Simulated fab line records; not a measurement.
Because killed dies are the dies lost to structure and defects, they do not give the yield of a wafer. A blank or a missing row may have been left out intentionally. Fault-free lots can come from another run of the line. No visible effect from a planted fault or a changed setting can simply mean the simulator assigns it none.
Which tool did it? :: flow sky130 :: Sampling: 11 lots, 33 wafers, 4 of 708 route steps

== WHAT THE GAUGES READ, wafer by wafer ==
SKY_SONOS_TUNNEL_CD_MEAS_07: the cd target is 410 nm.
lot: L403
measured: day 11 17:27
on: cd-sem-01
cd-nm (nm): 409.2 409.4 407.8

lot: L404
measured: day 11 23:20
on: cd-sem-01
cd-nm (nm): 407.4 408.5 407.5

lot: L406
measured: day 12 19:04
on: cd-sem-02
cd-nm (nm): 405.5 405.9 406.4

lot: L408
measured: day 13 05:52
on: cd-sem-02
cd-nm (nm): 408.6 407.9 408.7

lot: L410
measured: day 13 19:17
on: cd-sem-01
cd-nm (nm): 410.1 413.0 411.8

lot: L411
measured: day 14 05:05
on: cd-sem-02
cd-nm (nm): - - -

lot: L412
measured: day 14 13:45
on: cd-sem-01
cd-nm (nm): - - -

lot: L413
measured: day 15 02:41
on: cd-sem-02
cd-nm (nm): - - -

lot: L417
measured: day 16 08:07
on: cd-sem-02
cd-nm (nm): 412.8 411.5 411.2

lot: L422
measured: day 18 01:53
on: cd-sem-02
cd-nm (nm): 410.1 409.5 409.4

lot: L425
measured: day 18 21:35
on: cd-sem-02
cd-nm (nm): 414.2 415.3 414.0

== WHAT TOOL EACH LOT RAN ON (gives the tool, then ch and the chambers of the sampled wafers, and finally the start) ==
lot: L403
SKY_NWELL_RTA_28: rtp-anneal-02 ch 0, day 5 15:28
SKY_VT_ADJUST_LVTN_STRIP_20: plasma-asher-02 ch 0,1, day 8 02:02
SKY_SONOS_TUNNEL_COAT_02: litho-track-02 ch 0, day 11 05:47

lot: L404
SKY_NWELL_RTA_28: rtp-anneal-01 ch 0, day 5 18:09
SKY_VT_ADJUST_LVTN_STRIP_20: plasma-asher-02 ch 0,1, day 8 05:28
SKY_SONOS_TUNNEL_COAT_02: litho-track-04 ch 0, day 11 11:02

lot: L406
SKY_NWELL_RTA_28: rtp-anneal-02 ch 0, day 6 09:23
SKY_VT_ADJUST_LVTN_STRIP_20: plasma-asher-02 ch 0,1, day 8 23:04
SKY_SONOS_TUNNEL_COAT_02: litho-track-03 ch 0, day 12 06:34

lot: L408
SKY_NWELL_RTA_28: rtp-anneal-01 ch 0, day 6 18:06
SKY_VT_ADJUST_LVTN_STRIP_20: plasma-asher-04 ch 0,1, day 9 08:31
SKY_SONOS_TUNNEL_COAT_02: litho-track-03 ch 0, day 12 16:39

lot: L410
SKY_NWELL_RTA_28: rtp-anneal-01 ch 0, day 7 05:19
SKY_VT_ADJUST_LVTN_STRIP_20: plasma-asher-01 ch 0,1, day 9 20:06
SKY_SONOS_TUNNEL_COAT_02: litho-track-02 ch 0, day 13 06:48

lot: L411
SKY_NWELL_RTA_28: rtp-anneal-01 ch 0, day 7 11:44
SKY_VT_ADJUST_LVTN_STRIP_20: plasma-asher-02 ch 0,1, day 10 02:54
SKY_SONOS_TUNNEL_COAT_02: litho-track-03, day 13 15:35

lot: L412
SKY_NWELL_RTA_28: rtp-anneal-02 ch 0, day 7 19:14
SKY_VT_ADJUST_LVTN_STRIP_20: plasma-asher-01 ch 0,1, day 10 11:01
SKY_SONOS_TUNNEL_COAT_02: litho-track-04, day 14 00:26

lot: L413
SKY_NWELL_RTA_28: rtp-anneal-02 ch 0, day 8 03:14
SKY_VT_ADJUST_LVTN_STRIP_20: plasma-asher-04 ch 0,1, day 10 21:31
SKY_SONOS_TUNNEL_COAT_02: litho-track-04, day 14 12:44

lot: L417
SKY_NWELL_RTA_28: rtp-anneal-01 ch 0, day 9 01:19
SKY_VT_ADJUST_LVTN_STRIP_20: plasma-asher-04 ch 0,1, day 11 22:44
SKY_SONOS_TUNNEL_COAT_02: litho-track-04 ch 0, day 15 18:15

lot: L422
SKY_NWELL_RTA_28: rtp-anneal-02 ch 0, day 10 10:02
SKY_VT_ADJUST_LVTN_STRIP_20: plasma-asher-02 ch 0,1, day 13 11:40
SKY_SONOS_TUNNEL_COAT_02: litho-track-04 ch 0, day 17 11:17

lot: L425
SKY_NWELL_RTA_28: rtp-anneal-02 ch 0, day 11 01:20
SKY_VT_ADJUST_LVTN_STRIP_20: plasma-asher-02 ch 0,1, day 14 04:37
SKY_SONOS_TUNNEL_COAT_02: litho-track-03 ch 0, day 18 06:41
- SKY_NWELL_RTA_28: time 30 s.
- SKY_VT_ADJUST_LVTN_STRIP_20: strips in O2/N2.
- SKY_SONOS_TUNNEL_COAT_02: resist thk 1140 nm.

== WHAT THE TOOLS THEMSELVES READ (means of the sampled wafers that have a number; where no wafer has one, the mark that the record gives instead) ==
SKY_NWELL_RTA_28.
lot: L403
tool: rtp-anneal-02
chamber-o2-ppm: 1.997
lamp-power-pct (%): 25.29
ramp-down-c-per-s: 89.994
wafer_temp_C_max: 1054.0

lot: L404
tool: rtp-anneal-01
chamber-o2-ppm: 1.971
lamp-power-pct (%): 25.32
ramp-down-c-per-s: 89.984
wafer_temp_C_max: 1055.4

lot: L406
tool: rtp-anneal-02
chamber-o2-ppm: 2.018
lamp-power-pct (%): 25.35
ramp-down-c-per-s: 90.001
wafer_temp_C_max: 1055.4

lot: L408
tool: rtp-anneal-01
chamber-o2-ppm: 1.982
lamp-power-pct (%): 25.34
ramp-down-c-per-s: 90.006
wafer_temp_C_max: 1054.8

lot: L410
tool: rtp-anneal-01
chamber-o2-ppm: 2.004
lamp-power-pct (%): 25.33
ramp-down-c-per-s: 90.010
wafer_temp_C_max: 1054.8

lot: L411
tool: rtp-anneal-01
chamber-o2-ppm: 2.021
lamp-power-pct (%): 25.33
ramp-down-c-per-s: 89.981
wafer_temp_C_max: 1055.1

lot: L412
tool: rtp-anneal-02
chamber-o2-ppm: 2.006
lamp-power-pct (%): 25.32
ramp-down-c-per-s: 89.999
wafer_temp_C_max: 1054.7

lot: L413
tool: rtp-anneal-02
chamber-o2-ppm: 1.986
lamp-power-pct (%): 25.30
ramp-down-c-per-s: 90.007
wafer_temp_C_max: 1055.0

lot: L417
tool: rtp-anneal-01
chamber-o2-ppm: 2.012
lamp-power-pct (%): 25.38
ramp-down-c-per-s: 90.012
wafer_temp_C_max: 1054.7

lot: L422
tool: rtp-anneal-02
chamber-o2-ppm: 1.982
lamp-power-pct (%): 25.31
ramp-down-c-per-s: 90.012
wafer_temp_C_max: 1054.5

lot: L425
tool: rtp-anneal-02
chamber-o2-ppm: 2.011
lamp-power-pct (%): 25.32
ramp-down-c-per-s: 89.992
wafer_temp_C_max: 1054.7

SKY_VT_ADJUST_LVTN_STRIP_20.
lot: L403
tool: plasma-asher-02
drypump-motor-current-A (A): 5.4
oes-product-au (a.u.): 0.714
strip-time-to-endpoint-s (s): 14.21

lot: L404
tool: plasma-asher-02
drypump-motor-current-A (A): 5.4
oes-product-au (a.u.): 0.717
strip-time-to-endpoint-s (s): 14.21

lot: L406
tool: plasma-asher-02
drypump-motor-current-A (A): 5.4
oes-product-au (a.u.): 0.718
strip-time-to-endpoint-s (s): 14.28

lot: L408
tool: plasma-asher-04
drypump-motor-current-A (A): 6.3
oes-product-au (a.u.): 0.718
strip-time-to-endpoint-s (s): 14.20

lot: L410
tool: plasma-asher-01
drypump-motor-current-A (A): 5.6
oes-product-au (a.u.): 0.715
strip-time-to-endpoint-s (s): 14.20

lot: L411
tool: plasma-asher-02
drypump-motor-current-A (A): 5.8
oes-product-au (a.u.): 0.713
strip-time-to-endpoint-s (s): 14.20

lot: L412
tool: plasma-asher-01
drypump-motor-current-A (A): 5.6
oes-product-au (a.u.): 0.715
strip-time-to-endpoint-s (s): 14.17

lot: L413
tool: plasma-asher-04
drypump-motor-current-A (A): 6.2
oes-product-au (a.u.): 0.719
strip-time-to-endpoint-s (s): 14.19

lot: L417
tool: plasma-asher-04
drypump-motor-current-A (A): 6.3
oes-product-au (a.u.): 0.714
strip-time-to-endpoint-s (s): 14.15

lot: L422
tool: plasma-asher-02
drypump-motor-current-A (A): 5.4
oes-product-au (a.u.): 0.718
strip-time-to-endpoint-s (s): 14.18

lot: L425
tool: plasma-asher-02
drypump-motor-current-A (A): 5.8
oes-product-au (a.u.): 0.720
strip-time-to-endpoint-s (s): 14.17

SKY_SONOS_TUNNEL_COAT_02.
lot: L403
tool: litho-track-02
chill-plate-temp-C (C): 23.10
dispense-pressure-kPa (kPa): 48.5

lot: L404
tool: litho-track-04
chill-plate-temp-C (C): 22.93
dispense-pressure-kPa (kPa): 46.0

lot: L406
tool: litho-track-03
chill-plate-temp-C (C): 22.81
dispense-pressure-kPa (kPa): 47.2

lot: L408
tool: litho-track-03
chill-plate-temp-C (C): 23.09
dispense-pressure-kPa (kPa): 47.2

lot: L410
tool: litho-track-02
chill-plate-temp-C (C): 23.14
dispense-pressure-kPa (kPa): 48.5

lot: L411
tool: litho-track-03
chill-plate-temp-C (C): -
dispense-pressure-kPa (kPa): -

lot: L412
tool: litho-track-04
chill-plate-temp-C (C): -
dispense-pressure-kPa (kPa): -

lot: L413
tool: litho-track-04
chill-plate-temp-C (C): -
dispense-pressure-kPa (kPa): -

lot: L417
tool: litho-track-04
chill-plate-temp-C (C): 22.96
dispense-pressure-kPa (kPa): 45.9

lot: L422
tool: litho-track-04
chill-plate-temp-C (C): 23.04
dispense-pressure-kPa (kPa): 45.9

lot: L425
tool: litho-track-03
chill-plate-temp-C (C): 23.04
dispense-pressure-kPa (kPa): 47.2

== THE ANSWER, worked out from the rows above alone ==
Rule: what is usual is taken from the lots themselves. The widest of any qualifying gaps counts: lots, ordered by their means at a reading, are off when they make up no more than a third of the lots, leave a main group of 4 or more, and stand apart from it by 3 or more times the standard deviation of that group's means. A main group whose means are all the same, to the digits that the tables above print for the reading, isn't used. Also off: a lot with no number at a reading for which 4 or more lots have one. All remaining lots with rows at the step are treated as sound. After the gauges, taken in route order, come the tools' own readings; for these a lot's mean is taken, as printed above. At the first step where some lot is off, the reading lying furthest off is the one used; lots without a number count as furthest.
Off: L411, L412, L413, at SKY_SONOS_TUNNEL_CD_MEAS_07 (cd-nm). Without a number there: L411, L412, L413. The main group: mean 409.8 nm, standard deviation 2.5.
If a tool, at a process step before that reading, ran all the lots that are off and no sound lot after the first of them, it fits. The gauges at SKY_SONOS_TUNNEL_CD_MEAS_07 aren't tried: what is off there is off at SKY_SONOS_TUNNEL_COAT_02 too, on other tools, and a gauge's error can't cause that. None of those tried fits.

== WHAT WAS PUT IN BY THE SIMULATOR ==
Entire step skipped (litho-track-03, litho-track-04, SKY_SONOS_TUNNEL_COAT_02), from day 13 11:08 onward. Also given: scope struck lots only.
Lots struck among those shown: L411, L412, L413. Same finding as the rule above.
